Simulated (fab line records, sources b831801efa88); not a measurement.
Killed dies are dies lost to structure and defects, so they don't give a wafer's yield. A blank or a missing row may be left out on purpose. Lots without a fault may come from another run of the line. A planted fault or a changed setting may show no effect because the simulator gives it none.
Which tool did it? | flow gf180mcu | 14 lots, 42 wafers sampled, at 5 steps of a route of 602

WHAT THE GAUGES READ, wafer by wafer
GF_NSD_OVL_MEAS_08. Usual: NSD_OVL -0.2 nm, standard deviation 1.5.
lot  | measured     | on         | NSD_OVL (nm)                        | flag
L531 | day 13 11:40 | overlay-01 | -0.4 -1.1 0.2                       |
L532 | day 13 20:44 | overlay-01 | 1.4 2.9 1.4                         |
L533 | day 13 23:23 | overlay-02 | -2.3 -1.1 -0.7                      |
L534 | day 14 13:49 | overlay-02 | 1.2 0.4 -0.6                        |
L535 | day 14 14:38 | overlay-01 | 1.6 1.2 1.5                         |
L536 | day 15 03:07 | overlay-01 | 1.3 1.8 2.3                         |
L537 | day 15 12:56 | overlay-01 | 1.8 3.0 1.9                         |
L539 | day 16 03:22 | overlay-01 | 2.4 3.3 2.4                         |
L538 | day 16 04:38 | overlay-01 | -0.5 0.2 -1.8                       |
L540 | day 16 11:38 | overlay-01 | -0.6 -1.5 -2.5                      |
L545 | day 18 01:56 | overlay-01 | -79.5 -79.8 -79.4 -78.0 -78.2 -78.9 | OFF
L546 | day 18 12:52 | overlay-02 | -79.0 -78.9 -78.7 -77.8 -77.6 -78.1 | OFF
L549 | day 19 08:49 | overlay-02 | -0.6 -1.1 -0.6                      |
L552 | day 20 10:55 | overlay-02 | -0.2 -1.9 -0.5                      |

GF_SALICIDE_RS_MEAS_04: measures by four-point-probe. Usual: SALICIDE_TIN_RS 16.24 ohm/sq, standard deviation 0.27.
lot  | measured     | on            | SALICIDE_TIN_RS (ohm/sq) | flag
L531 | day 15 07:13 | film_metro-01 | 16.53 16.51 16.23        |
L532 | day 15 15:58 | film_metro-03 | 16.08 15.99 16.05        |
L533 | day 15 17:47 | film_metro-04 | 16.13 16.17 15.60        |
L534 | day 16 09:58 | film_metro-04 | 15.94 15.82 16.30        |
L535 | day 16 10:24 | film_metro-01 | 16.63 16.38 16.46        |
L536 | day 17 00:53 | film_metro-01 | 16.24 16.46 16.02        |
L537 | day 17 11:35 | film_metro-03 | 16.06 16.59 16.12        |
L539 | day 18 03:01 | film_metro-03 | 16.00 16.14 16.08        |
L538 | day 18 03:43 | film_metro-01 | 15.93 16.49 16.13        |
L540 | day 18 11:25 | film_metro-04 | 16.47 16.43 16.37        |
L549 | day 21 09:41 | film_metro-04 | 16.21 16.24 16.04        |
L552 | day 22 11:50 | film_metro-03 | 16.63 16.51 16.63        |

GF_SALICIDE_THK_MEAS_05: measures by xrf. Usual: SALICIDE_TIN_THK 20.30 nm, standard deviation 0.24.
lot  | measured     | on            | SALICIDE_TIN_THK (nm) | flag
L531 | day 15 07:19 | film_metro-01 | 20.36 20.32 20.31     |
L532 | day 15 16:04 | film_metro-03 | 20.26 20.08 20.18     |
L533 | day 15 17:53 | film_metro-04 | 19.51 19.56 19.95     |
L534 | day 16 10:05 | film_metro-04 | 20.25 20.02 19.77     |
L535 | day 16 10:31 | film_metro-01 | 20.48 20.49 20.64     |
L536 | day 17 01:00 | film_metro-01 | 20.37 20.56 20.57     |
L537 | day 17 11:42 | film_metro-03 | 20.21 20.14 20.32     |
L539 | day 18 03:07 | film_metro-03 | 20.43 20.55 20.17     |
L538 | day 18 03:50 | film_metro-01 | 20.42 20.08 20.14     |
L540 | day 18 11:32 | film_metro-04 | 20.48 20.71 20.74     |
L549 | day 21 09:48 | film_metro-04 | 20.28 20.01 20.22     |
L552 | day 22 11:58 | film_metro-03 | 20.23 20.22 20.29     |

GF_CONTACT_OVL_MEAS_15. Usual: CONTACT_OVL -1 nm, standard deviation 5.
lot  | measured     | on         | CONTACT_OVL (nm) | flag
L531 | day 16 06:16 | overlay-02 | 0 1 -3           |
L532 | day 16 15:01 | overlay-01 | 8 -2 1           |
L533 | day 16 17:49 | overlay-01 | 2 2 1            |
L534 | day 17 09:34 | overlay-02 | -5 0 -2          |
L535 | day 17 10:55 | overlay-02 | -3 -4 7          |
L536 | day 18 01:40 | overlay-01 | -9 -12 -11       |
L537 | day 18 11:58 | overlay-02 | 4 3 5            |
L539 | day 19 04:19 | overlay-01 | -2 -8 1          |
L538 | day 19 04:58 | overlay-02 | 2 -12 -3         |
L540 | day 19 12:56 | overlay-01 | 1 1 -4           |
L549 | day 22 10:31 | overlay-01 | 3 -6 -6          |
L552 | day 23 11:37 | overlay-02 | -7 -4 -7         |

WHICH TOOL RAN EACH LOT (tool, then ch and the chambers of the sampled wafers, then the start)
lot  | GF_NSD_EXPOSE_04
L531 | iline_stepper-02 ch 0, day 13 02:05
L532 | iline_stepper-01 ch 0, day 13 10:14
L533 | iline_stepper-01 ch 0, day 13 12:55
L534 | iline_stepper-02 ch 0, day 14 03:56
L535 | iline_stepper-02 ch 0, day 14 04:40
L536 | iline_stepper-01 ch 0, day 14 16:49
L537 | iline_stepper-02 ch 0, day 15 03:07
L539 | iline_stepper-01 ch 0, day 15 16:28
L538 | iline_stepper-02 ch 0, day 15 17:13
L540 | iline_stepper-02 ch 0, day 16 00:41
L545 | iline_stepper-02 ch 0, day 17 14:17
L546 | iline_stepper-02 ch 0, day 18 01:02
L549 | iline_stepper-01 ch 0, day 18 21:23
L552 | iline_stepper-01 ch 0, day 19 23:16
- GF_NSD_EXPOSE_04: exposes mask Nplus, target cd 400 nm.

WHAT THE TOOLS THEMSELVES READ (means of the sampled wafers that have a number; where no wafer has one, the mark that the record gives instead)
The record holds no such reading with a usual standard deviation.

THE ANSWER, worked out from the rows above alone
Rule: a lot is off if the mean of its wafers that have a number lies more than 3 standard deviations from the usual mean. A lot without any number at a reading at which 4 lots or more have one is off too. The other lots that the step has rows for count as sound. The gauges are gone through in route order, then the tools' own readings, and for those a lot's mean is taken as printed above. The first step at which some lot is off is used, and at that step the reading that is off furthest; a lot without a number counts as furthest.
Off: L545, L546, at GF_NSD_OVL_MEAS_08 (NSD_OVL).
A tool fits if, at a process step before that reading, it ran every lot that is off, and no sound lot after the first of them. The gauges at GF_NSD_OVL_MEAS_08 are tried like those tools. One fits: iline_stepper-02 at GF_NSD_EXPOSE_04. Its last sound lot is L540 (day 16 00:41), its first lot that is off L545 (day 17 14:17): a fault that began between those two fits.

WHAT THE SIMULATOR HAD PUT IN
Scanner matching overlay: iline_stepper-02, from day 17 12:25 on, at GF_NSD_EXPOSE_04. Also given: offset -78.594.
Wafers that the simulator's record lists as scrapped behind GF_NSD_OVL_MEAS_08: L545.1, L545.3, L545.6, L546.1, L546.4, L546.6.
Lots struck among those shown: L545, L546. The rule above found the same.
